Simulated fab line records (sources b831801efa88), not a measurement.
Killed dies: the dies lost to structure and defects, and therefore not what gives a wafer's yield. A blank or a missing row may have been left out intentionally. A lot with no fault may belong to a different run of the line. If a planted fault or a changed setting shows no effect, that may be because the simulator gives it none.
Chamber matching + flow sky130 + SKY_VIA1_CMP_02 on cmp-01 has 4 sister chambers
The step polishes SiO2. 4 wafers are shown with their chamber, then 6 later ones without.

EACH WAFER AND ITS CHAMBER
| wafer  | chamber | motor_current_A (A) |
|--------|---------|---------------------|
| L551.3 | 1       | 13.6                |
| L553.3 | 2       | 12.4                |
| L559.1 | 3       | 14.5                |
| L559.3 | 0       | 12.5                |

WAFERS WITHOUT THEIR CHAMBER
| wafer  | motor_current_A (A) |
|--------|---------------------|
| L568.1 | 12.7                |
| L568.3 | 14.2                |
| L568.5 | 12.3                |
| L571.3 | 14.6                |
| L571.4 | 11.9                |
| L571.5 | 14.9                |

WHICH CHAMBER EACH ONE RAN IN
| wafer  | from the rows above     | in truth |
|--------|-------------------------|----------|
| L568.1 | can't be placed: 0 or 2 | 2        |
| L568.3 | can't be placed: 3 or 1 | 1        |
| L568.5 | can't be placed: 2 or 0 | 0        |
| L571.3 | 3                       | 3        |
| L571.4 | can't be placed: 2 or 0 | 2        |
| L571.5 | 3                       | 3        |
Placed correctly: 2 of 6. Cannot be placed on the basis of these rows: 4; the candidates contain the true chamber in 4. Number placed wrongly: 0.
How it was worked out, from the rows above alone: a wafer's distance from a chamber is the root of the sum, over the readings, of the square of ((its reading less the chamber's mean) divided by the reading's scatter). The wafer belongs to the nearest chamber; if the next one is less than 2 further off, it can't be placed. For every chamber, the mean is computed from those of its wafers that are shown. The scatter: root of mean squared gap, hidden wafer to nearest shown wafer, with one shown wafer a chamber.
